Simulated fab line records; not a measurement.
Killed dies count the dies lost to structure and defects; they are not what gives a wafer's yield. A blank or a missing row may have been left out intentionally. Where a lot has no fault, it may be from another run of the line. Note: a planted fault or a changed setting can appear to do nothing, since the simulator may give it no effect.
8D (eight disciplines) problem report, filled in by code | flow sky130 | the parts of the form that need people (team, actions taken, sign-off) are left out

== 1. WHAT WENT WRONG ==
Wafers without a fault read 0.4000 Pa, standard deviation 0.0012; chamber-pressure-pa at SKY_METAL2_SPUTTER_02 reads a mean of 0.3392 Pa on 3 wafers belonging to 2 lots. Relative to the usual mean, that is a shift of -51 standard deviations.
The step: material AlCu, target thk 250 nm, time 13.3 s.
Earliest sighting: wafer L817.6 on pvd-sputter-03 at day 38 18:54. The record has a number at this step for 39 wafers belonging to 13 lots. The rule behind "out" and "out of limits": a value lying over 4 standard deviations away from the usual mean. The other wafers with a number count as sound.

== 2. WHAT IT IS, WHAT IT ISN'T ==
question                    | is                     | is not
which readings at this step | chamber-pressure-pa    | -
which lots                  | L817, L821             | L805, L806, L807, L809, L811, L812, L813, L814, L816, L819, L825
which wafers of those lots  | L817.6, L821.3, L821.6 | L817.4, L817.5, L821.5
read on which tools         | pvd-sputter-03         | pvd-sputter-01, pvd-sputter-04
when                        | from day 38 18:54      | up to then (29 sound wafers); but 7 sound wafers of L819, L821, L825 came after

== 3. THE SUSPECTS, EACH WITH WHAT RULES IT OUT ==
Counting: if a tool at a process step up to the reading ran every lot that is out, it stays a suspect. Sound lots after the first of them don't rule it out here, since some wafers of a struck lot are sound.
- pvd-sputter-03 at SKY_METAL2_SPUTTER_02 (material AlCu, target thk 250 nm, time 13.3 s): kept. Every lot that is out went through it, the first being L817 (day 38 18:54); the last sound lot it ran before that was L814 (day 38 05:18). Out on those wafers are its own readings of chamber-pressure-pa.
Left after counting: pvd-sputter-03 at SKY_METAL2_SPUTTER_02.

== 4. THE CAUSE (what the simulator had put in) ==
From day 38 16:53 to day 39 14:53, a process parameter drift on pvd-sputter-03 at SKY_METAL2_SPUTTER_02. The setting chamber-pressure-pa was moved by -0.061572, starting from 0.4. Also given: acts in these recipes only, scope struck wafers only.
Counting left only this tool.

== 5. SEQUENCE OF EFFECTS, ordered by route ==
Each row: a reading whose mean over the struck wafers that have a number lies more than 3 standard deviations from the usual. Only readings whose record carries a usual standard deviation are examined. hours: median over the lots of the time between each lot's start at the first step of this table that gives one and its start at this step. sigmas: the change, counted in usual standard deviations.
hours | step                  | reading             | usual     | on struck wafers | change  | sigmas
0     | SKY_METAL2_SPUTTER_02 | chamber-pressure-pa | 0.4000 Pa | 0.3392           | -0.0608 | -51
Its process steps:
- SKY_METAL2_SPUTTER_02: material AlCu, target thk 250 nm, time 13.3 s.
Later steps that measure or inspect, where all struck wafers having a row at the step show a number for every such reading and not one has moved that far: SKY_METAL2_OVL_MEAS_16.

== 6. HOW IT WOULD HAVE BEEN CAUGHT EARLIER ==
2 hours passed between the start of the fault at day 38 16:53 and the first reading out of limits in this record, taken at day 38 18:54.
